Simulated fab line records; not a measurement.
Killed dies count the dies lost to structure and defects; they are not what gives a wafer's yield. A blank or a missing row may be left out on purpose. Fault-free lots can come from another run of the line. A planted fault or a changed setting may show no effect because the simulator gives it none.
Struck lot and sound lot, side by side	flow sky130	14 out of 708 route steps
Sound: these wafers, L331.3, L331.4, L331.5. Struck: wafers L325.3, L325.4, L325.5. The cause is given at the end.
For every step that has rows: the tool of each side, followed by ch and its chambers, followed by its first start. Under that, the readings that differ: sound wafers	struck wafers	difference of the means	sigmas: that difference in standard deviations of wafers without a fault.
alike: readings whose means differ by less than 2 such deviations, and words and numbers that are the same on both sides. not compared: withheld readings, readings that some wafer has no value for, bounds like >300 that may hide the same value, and numbers for which the record gives no deviation and whose values overlap.
Wherever a step has rows on one side only, a row that says differs or no value, or a row with sigmas, the two part there. Numbers that have no deviation but don't overlap get no sigmas and don't part them. A reading that every wafer of one side lacks parts them only if that side has two wafers or more.

first, 6 steps without rows for these wafers: SKY_RES_XHIGH_COAT_02 (resist thk 1140 nm); SKY_RES_XHIGH_SOFTBAKE_03 (time 60 s); SKY_RES_XHIGH_EXPOSE_04 (exposes mask URPM, target cd 1270 nm); SKY_RES_XHIGH_PEB_05; SKY_RES_XHIGH_DEVELOP_06 (develop time 60 s); SKY_RES_XHIGH_IMPLANT_07.
SKY_RES_XHIGH_STRIP_08: strips in O2/N2.
  sound on plasma asher-03 ch 0,1, day 34 01:56; struck on plasma asher-04 ch 0,1, day 31 04:59
reading	sound	struck	difference	sigmas
drypump motor current A (A)	6.4 5.8 5.8	5.2 4.9 4.9	-1.0	-2
  alike: oes product au, strip time to endpoint s
  not compared: rf hours counter h
SKY_RES_XHIGH_TW_MEAS_09:
  sound: film metro-02 at day 34 02:01; struck: film metro-02 at day 31 05:04
  alike: RES_XHIGH_TW
then, 4 steps without rows for these wafers: SKY_SD_N_DEHYDRATE_00 (time 60 s); SKY_SD_N_HMDS_01 (prime time 60 s); SKY_SD_N_COAT_02 (resist thk 1140 nm); SKY_SD_N_SOFTBAKE_03 (time 60 s).
SKY_SD_N_EXPOSE_04: exposes mask NSDM, target cd 380 nm.
  sound on iline stepper-01 ch 0, day 34 15:16; struck on iline stepper-02, day 31 19:01
  no value came back on the struck wafers for exposure dose mJ cm2, focus offset nm (nm); on the sound wafers exposure dose mJ cm2 reads 140.76 140.72 140.53
  alike: mask
after that, 1 step had no rows for these wafers: SKY_SD_N_PEB_05.

## WHERE THEY PART
Last at SKY_SD_N_EXPOSE_04 as far as this record goes, first at SKY_RES_XHIGH_STRIP_08.

WHY: whatever the simulator had introduced
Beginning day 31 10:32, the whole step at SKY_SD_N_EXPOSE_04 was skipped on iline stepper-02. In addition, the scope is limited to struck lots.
